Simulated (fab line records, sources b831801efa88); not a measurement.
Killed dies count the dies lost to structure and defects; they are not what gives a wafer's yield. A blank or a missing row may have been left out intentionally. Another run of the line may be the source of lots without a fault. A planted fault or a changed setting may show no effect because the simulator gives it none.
Which tool did it?	flow sky130	11 lots with 32 wafers sampled at 5 steps, on a route of 708 steps

== WHAT THE GAUGES READ, wafer by wafer ==
SKY_SD_N_RS_MEAS_16: the measuring method here is four-point-probe. Usual: SD_N_RS gives 68.56 ohm/sq (standard deviation 0.11).
lot	measured	on	SD_N_RS (ohm/sq)	flag
L220	day 29 10:25	filmMetro-03	68.41 68.38 68.45	
L221	day 29 15:08	filmMetro-03	68.54 68.56 68.57	
L222	day 30 13:04	filmMetro-01	71.15 71.17 70.99 71.14 71.03 70.96	OFF
L225	day 31 01:26	filmMetro-01	71.00 71.11 71.03 70.92	OFF
L227	day 31 20:04	filmMetro-03	68.56 68.60 68.48	
L228	day 31 21:50	filmMetro-04	68.60 68.52 68.66	
L230	day 32 13:34	filmMetro-01	68.62 68.62 68.53	
L232	day 33 05:14	filmMetro-03	68.53 68.52 68.43	
L235	day 34 01:54	filmMetro-04	68.60 68.55 68.55	
L237	day 34 19:13	filmMetro-01	68.56 68.65 68.66	
L238	day 34 22:52	filmMetro-03	68.49 68.69 68.66	

SKY_LI_CONTACT_THK_MEAS_01. Usual: LI_CONTACT_HDPCVD_THK gives 935 nm (standard deviation 10).
lot	measured	on	LI_CONTACT_HDPCVD_THK (nm)	flag
L220	day 29 10:55	filmMetro-03	917 912 937	
L221	day 29 15:37	filmMetro-03	948 932 934	
L222	day 30 15:06	filmMetro-03	920 928 925	
L225	day 31 06:17	filmMetro-04	933 934	
L227	day 31 20:36	filmMetro-03	922 935 930	
L228	day 31 22:19	filmMetro-03	934 934 930	
L230	day 32 14:02	filmMetro-04	935 942 947	
L232	day 33 05:43	filmMetro-01	947 917 949	
L235	day 34 02:25	filmMetro-03	940 955 951	
L237	day 34 19:41	filmMetro-04	935 926 949	
L238	day 34 23:19	filmMetro-04	943 928 929	

== WHAT TOOL EACH LOT RAN ON (gives the tool, then ch and the chambers of the sampled wafers, and finally the start) ==
lot	SKY_LDD_HVN_STRIP_09	SKY_SD_N_IMPLANT_09	SKY_SD_N_STRIP_11
L220	plasmaAsher-04 ch 0,1, day 22 00:23	implanter-01 ch 0, day 29 09:44	plasmaAsher-03 ch 0,1, day 29 10:01
L221	plasmaAsher-02 ch 0,1, day 22 05:34	implanter-01 ch 0, day 29 14:28	plasmaAsher-02 ch 0,1, day 29 14:45
L222	plasmaAsher-01 ch 0,1, day 23 01:55	implanter-01 ch 0, day 30 12:24	plasmaAsher-01 ch 0,1, day 30 12:41
L225	plasmaAsher-01 ch 0, day 23 15:11	implanter-01 ch 0, day 31 00:45	plasmaAsher-03 ch 0, day 31 01:03
L227	plasmaAsher-02 ch 0,1, day 24 12:16	implanter-03 ch 0, day 31 19:23	plasmaAsher-03 ch 0,1, day 31 19:41
L228	plasmaAsher-04 ch 0,1, day 24 15:16	implanter-02 ch 0, day 31 21:06	plasmaAsher-03 ch 0,1, day 31 21:24
L230	plasmaAsher-04 ch 0,1, day 25 08:55	implanter-03 ch 0, day 32 12:53	plasmaAsher-03 ch 0,1, day 32 13:10
L232	plasmaAsher-04 ch 0,1, day 25 23:23	implanter-03 ch 0, day 33 04:33	plasmaAsher-01 ch 1, day 33 04:51
L235	plasmaAsher-02 ch 1, day 26 22:35	implanter-02 ch 0, day 34 01:13	plasmaAsher-03 ch 0,1, day 34 01:30
L237	plasmaAsher-01 ch 0,1, day 27 18:53	implanter-03 ch 0, day 34 18:32	plasmaAsher-02 ch 0,1, day 34 18:49
L238	plasmaAsher-04 ch 0,1, day 27 22:52	implanter-02 ch 0, day 34 22:11	plasmaAsher-02 ch 0,1, day 34 22:27
- SKY_LDD_HVN_STRIP_09: strips in O2/N2.
- SKY_SD_N_IMPLANT_09
- SKY_SD_N_STRIP_11: strips in O2/N2.

== AS READ BY THE TOOLS THEMSELVES (means over the sampled wafers that have a number; for cases with no such wafer, the mark the record gives instead) ==
SKY_LDD_HVN_STRIP_09. Usual: drypumpMotorCurrentA 5.8 A, standard deviation 0.55; oesProductAu 0.408 a.u., standard deviation 0.0047; stripTimeToEndpointS 4.132 s, standard deviation 0.015.
lot	tool	drypumpMotorCurrentA (A)	oesProductAu (a.u.)	stripTimeToEndpointS (s)	flag
L220	plasmaAsher-04	5.7	0.409	4.127	
L221	plasmaAsher-02	5.7	0.409	4.120	
L222	plasmaAsher-01	6.3	0.405	4.142	
L225	plasmaAsher-01	5.6	0.407	4.146	
L227	plasmaAsher-02	5.3	0.407	4.112	
L228	plasmaAsher-04	5.7	0.410	4.113	
L230	plasmaAsher-04	5.8	0.408	4.131	
L232	plasmaAsher-04	5.8	0.410	4.121	
L235	plasmaAsher-02	5.0	0.409	4.163	
L237	plasmaAsher-01	6.0	0.407	4.128	
L238	plasmaAsher-04	5.7	0.409	4.134	

SKY_SD_N_IMPLANT_09. Usual: beamEnergyKeV 50.001, standard deviation 0.016; faradayCurrentUA 13016, standard deviation 1500.
lot	tool	beamEnergyKeV	faradayCurrentUA	flag
L220	implanter-01	50.001	15128	
L221	implanter-01	49.995	14963	
L222	implanter-01	50.014	19660	OFF
L225	implanter-01	50.008	19483	OFF
L227	implanter-03	50.006	13428	
L228	implanter-02	49.984	11175	
L230	implanter-03	50.005	13376	
L232	implanter-03	50.000	12930	
L235	implanter-02	49.990	11099	
L237	implanter-03	50.001	13286	
L238	implanter-02	50.008	11228	

SKY_SD_N_STRIP_11. Usual: drypumpMotorCurrentA 5.9 A, standard deviation 0.52; oesProductAu 0.528 a.u., standard deviation 0.0048; stripTimeToEndpointS 22.55 s, standard deviation 0.041.
lot	tool	drypumpMotorCurrentA (A)	oesProductAu (a.u.)	stripTimeToEndpointS (s)	flag
L220	plasmaAsher-03	6.0	0.531	22.57	
L221	plasmaAsher-02	5.3	0.530	22.58	
L222	plasmaAsher-01	5.9	0.541	21.60	OFF
L225	plasmaAsher-03	6.4	0.547	21.62	OFF
L227	plasmaAsher-03	6.1	0.525	22.57	
L228	plasmaAsher-03	6.1	0.524	22.62	
L230	plasmaAsher-03	6.0	0.527	22.53	
L232	plasmaAsher-01	6.7	0.528	22.52	
L235	plasmaAsher-03	6.1	0.530	22.53	
L237	plasmaAsher-02	5.7	0.530	22.56	
L238	plasmaAsher-02	5.7	0.532	22.49	

== THE ANSWER, worked out from the rows above alone ==
Rule: a lot counts as off when the mean over its wafers that have a number is more than 3 standard deviations away from the usual mean. A lot without any number at a reading at which 4 lots or more have one is off too. Where the step has rows for the other lots, those lots are counted as sound. First the gauges in route order, then the tools' own readings, where a lot's mean is used as printed above. At the first step where some lot is off, the reading lying furthest off is the one used; lots without a number count as furthest.
Off: at SKY_SD_N_RS_MEAS_16 (SD_N_RS), L222, L225.
A tool fits if, at a process step before that reading, it ran every lot that is off, and no sound lot after the first of them. Not tried: the gauges at SKY_SD_N_RS_MEAS_16; whatever is off there is also off at SKY_SD_N_IMPLANT_09, on other tools, and gauge error can't account for it. One candidate fits, namely implanter-01 at SKY_SD_N_IMPLANT_09. Its last sound lot is L221 (day 29 14:28), its first lot that is off L222 (day 30 12:24): a fault that began between those two fits.

== WHAT HAD BEEN PUT IN BY THE SIMULATOR ==
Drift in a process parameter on implanter-01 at SKY_SD_N_IMPLANT_09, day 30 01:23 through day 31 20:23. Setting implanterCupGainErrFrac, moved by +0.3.
Lots struck among those shown: L222, L225. The rule above found the same.
